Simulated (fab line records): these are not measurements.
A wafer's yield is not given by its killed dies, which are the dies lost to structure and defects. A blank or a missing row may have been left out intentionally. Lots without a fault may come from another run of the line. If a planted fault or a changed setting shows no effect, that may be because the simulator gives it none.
Which tool was responsible?    flow sfq line    14 lots with 42 wafers sampled at 5 steps, on a route of 325 steps

== WHAT THE GAUGES SHOWED, per wafer ==
SFQ_M3_OVL_MEAS_921. Usual: for M3_OVL the level is -1 nm and the standard deviation is 5.4.
lot   measured      on          M3_OVL (nm)  flag
L813  day 39 05:05  overlay-01  3 -2 4       
L815  day 39 19:29  overlay-01  0 1 5        
L816  day 39 21:55  overlay-01  2 0 5        
L817  day 40 00:17  overlay-01  -12 -12 -10  
L819  day 40 06:18  overlay-01  10 3 4       
L820  day 40 08:43  overlay-02  2 4 6        
L821  day 40 14:17  overlay-02  -5 -1 -1     
L822  day 41 23:26  overlay-02  1 3 2        
L824  day 42 07:28  overlay-02  -1 -6 4      
L825  day 42 13:29  overlay-02  1 1 -2       
L827  day 43 07:40  overlay-02  0 -3 -2      
L829  day 44 07:28  overlay-01  -6 0 -4      
L831  day 44 18:16  overlay-02  -6 -2 2      
L832  day 44 23:04  overlay-01  6 9 4        

== WHICH TOOL RAN EACH LOT (tool, then ch and the chambers of the sampled wafers, then the start) ==
lot   SFQ_TRILAYER_I0_CMP_CMP_028    SFQ_TRILAYER_I0_METRO_MEASURE_029  SFQ_TRILAYER_I0_VIA_ETCH_VIA_ETCH_034  SFQ_TRILAYER_M2_ETCH_METAL_ETCH_060
L813  cmp-02 ch 1,2,3, day 14 01:02  film metro-01, day 14 03:21        rie diel-02 ch 0,1,3, day 19 21:19     rie metal-02 ch 0,1, day 32 15:21
L815  cmp-02 ch 0,1,2, day 14 22:17  film metro-04, day 15 00:54        rie diel-02 ch 0,1, day 20 20:15       rie metal-02 ch 0,1, day 33 04:33
L816  cmp-01 ch 0,2,3, day 14 23:58  film metro-01, day 15 02:41        rie diel-03 ch 0,2,3, day 20 22:39     rie metal-02 ch 0,1, day 33 08:12
L817  cmp-02 ch 0,1,3, day 15 00:47  film metro-02, day 15 03:54        rie diel-02 ch 0,1,2, day 20 23:51     rie metal-04 ch 0,1, day 33 09:21
L819  cmp-01 ch 2,3, day 15 04:58    film metro-01, day 15 08:17        rie diel-01 ch 0,1,2, day 21 08:15     rie metal-03 ch 0,1, day 33 23:40
L820  cmp-02 ch 0,1,2, day 15 06:47  film metro-02, day 15 10:18        rie diel-03 ch 1,3, day 21 10:39       rie metal-03 ch 0,1, day 34 03:19
L821  cmp-01 ch 1,3, day 15 08:28    film metro-01, day 15 11:05        rie diel-02 ch 1,2, day 21 14:16       rie metal-03 ch 0,1, day 34 08:12
L822  cmp-02 ch 0,2, day 15 10:17    film metro-02, day 15 13:06        rie diel-01 ch 1,3, day 21 15:27       rie metal-02 ch 1, day 34 13:06
L824  cmp-01 ch 0,2,3, day 16 16:35  film metro-04, day 16 19:55        rie diel-02 ch 2,3, day 23 02:15       rie metal-04 ch 0,1, day 36 05:48
L825  cmp-01 ch 1,2, day 16 23:46    film metro-02, day 17 03:17        rie diel-02 ch 2,3, day 23 11:51       rie metal-04 ch 0,1, day 36 11:51
L827  cmp-02 ch 0,1,2, day 17 20:06  film metro-04, day 17 22:13        rie diel-02 ch 1,2,3, day 24 08:22     rie metal-03 ch 0,1, day 37 08:19
L829  cmp-02 ch 0,2, day 18 17:59    film metro-01, day 18 21:00        rie diel-02 ch 0,2,3, day 25 06:36     rie metal-03 ch 0,1, day 37 23:58
L831  cmp-02 ch 0,1,3, day 19 11:31  film metro-02, day 19 14:38        rie diel-02 ch 0,1,2, day 25 22:12     rie metal-03 ch 0,1, day 38 11:55
L832  cmp-01 ch 0,1,2, day 19 21:07  film metro-01, day 20 00:26        rie diel-02 ch 0,2,3, day 26 01:52     rie metal-02 ch 0,1, day 38 16:04
- SFQ_TRILAYER_I0_CMP_CMP_028: polishes SiO2.
- SFQ_TRILAYER_I0_METRO_MEASURE_029
- SFQ_TRILAYER_I0_VIA_ETCH_VIA_ETCH_034: etches SiO2 in CHF3, stops on Nb, target depth 260 nm.
- SFQ_TRILAYER_M2_ETCH_METAL_ETCH_060: etches Nb in Cl2/Ar, stops on SiO2, target depth 240 nm, time 120 s.

== WHAT THE TOOLS THEMSELVES READ (means of the sampled wafers that have a number; where no wafer has one, the mark that the record gives instead) ==
SFQ_TRILAYER_I0_CMP_CMP_028. Usual: motor current A 10.7 A, standard deviation 1.1; time to endpoint s 218 s, standard deviation 7.9.
lot   tool    motor current A (A)  time to endpoint s (s)  flag
L813  cmp-02  10.7                 215                     
L815  cmp-02  11.0                 211                     
L816  cmp-01  11.3                 227                     
L817  cmp-02  10.9                 214                     
L819  cmp-01  10.1                 219                     
L820  cmp-02  10.6                 214                     
L821  cmp-01  11.1                 215                     
L822  cmp-02  11.4                 206                     
L824  cmp-01  11.1                 222                     
L825  cmp-01  9.2                  224                     
L827  cmp-02  10.6                 220                     
L829  cmp-02  11.2                 180                     OFF
L831  cmp-02  10.5                 186                     OFF
L832  cmp-01  10.5                 223                     

SFQ_TRILAYER_I0_METRO_MEASURE_029. Usual: 200.4 nm for thk nm, sd 1.1.
lot   tool           thk nm (nm)  flag
L813  film metro-01  198.7        
L815  film metro-04  199.9        
L816  film metro-01  200.9        
L817  film metro-02  200.0        
L819  film metro-01  201.3        
L820  film metro-02  198.8        
L821  film metro-01  199.8        
L822  film metro-02  200.2        
L824  film metro-04  199.1        
L825  film metro-02  200.1        
L827  film metro-04  201.0        
L829  film metro-01  250.0        OFF
L831  film metro-02  250.9        OFF
L832  film metro-01  202.3        

SFQ_TRILAYER_I0_VIA_ETCH_VIA_ETCH_034. Usual: bias w 80.00 W, standard deviation 0.24; drypump motor current A 5.7 A, standard deviation 0.58; oes product au 0.855 a.u., standard deviation 0.005.
lot   tool         bias w (W)  drypump motor current A (A)  oes product au (a.u.)  flag
L813  rie diel-02  79.93       6.0                          0.851                  
L815  rie diel-02  79.98       5.9                          0.853                  
L816  rie diel-03  79.95       5.8                          0.853                  
L817  rie diel-02  80.13       5.6                          0.852                  
L819  rie diel-01  79.85       6.1                          0.859                  
L820  rie diel-03  80.13       5.5                          0.851                  
L821  rie diel-02  80.07       5.1                          0.849                  
L822  rie diel-01  80.22       6.1                          0.851                  
L824  rie diel-02  79.75       5.2                          0.853                  
L825  rie diel-02  80.46       5.2                          0.858                  
L827  rie diel-02  80.29       5.6                          0.856                  
L829  rie diel-02  79.98       5.6                          0.976                  OFF
L831  rie diel-02  79.99       5.5                          0.971                  OFF
L832  rie diel-02  79.91       5.6                          0.860                  

SFQ_TRILAYER_M2_ETCH_METAL_ETCH_060. Usual: bias w 80.02 W, standard deviation 0.23; drypump motor current A 5.7 A, standard deviation 0.49; oes product au 0.894 a.u., standard deviation 0.006.
lot   tool          bias w (W)  drypump motor current A (A)  oes product au (a.u.)  flag
L813  rie metal-02  80.16       5.9                          0.891                  
L815  rie metal-02  80.01       5.9                          0.897                  
L816  rie metal-02  80.04       5.9                          0.894                  
L817  rie metal-04  80.17       6.2                          0.894                  
L819  rie metal-03  80.10       5.4                          0.895                  
L820  rie metal-03  80.03       5.3                          0.899                  
L821  rie metal-03  79.83       5.3                          0.889                  
L822  rie metal-02  79.66       5.1                          0.891                  
L824  rie metal-04  79.89       6.2                          0.887                  
L825  rie metal-04  80.05       6.2                          0.892                  
L827  rie metal-03  80.14       5.3                          0.899                  
L829  rie metal-03  79.92       5.4                          0.892                  
L831  rie metal-03  80.13       5.4                          0.898                  
L832  rie metal-02  79.90       5.5                          0.900                  

== THE ANSWER, worked out from the rows above alone ==
Rule: lot off if the mean of its wafers having a number is beyond 3 standard deviations from the usual mean. A lot without any number at a reading at which 4 lots or more have one is off too. All remaining lots with rows at the step are treated as sound. Order of review: gauges by route order, followed by the tools' own readings, for which a lot's mean as printed above is used. The first step at which some lot is off is used, and at that step the reading that is off furthest; a lot without a number counts as furthest.
Off at SFQ_TRILAYER_I0_CMP_CMP_028 (time to endpoint s): L829, L831.
If a tool, at that step or one of the process steps before it, ran each lot that is off and ran no sound lot following the first of them, it fits. One candidate fits, namely cmp-02 at SFQ_TRILAYER_I0_CMP_CMP_028. A fault onset in the window from L827 (day 17 20:06, its last sound lot) to L829 (day 18 17:59, its first lot off) fits.
On the lots that are off, the tool's own readings at SFQ_TRILAYER_I0_CMP_CMP_028 differ by more than 5 times the standard deviation of the sound lots' means, which bears it out; time to endpoint s reads 183 s there versus 218 s on the sound lots.

== WHAT WAS PUT IN BY THE SIMULATOR ==
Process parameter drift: cmp-02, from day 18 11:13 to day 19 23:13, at SFQ_TRILAYER_I0_CMP_CMP_028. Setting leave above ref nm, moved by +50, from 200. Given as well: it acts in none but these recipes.
Struck lots among those shown: L829, L831. The rule given above showed the same thing.
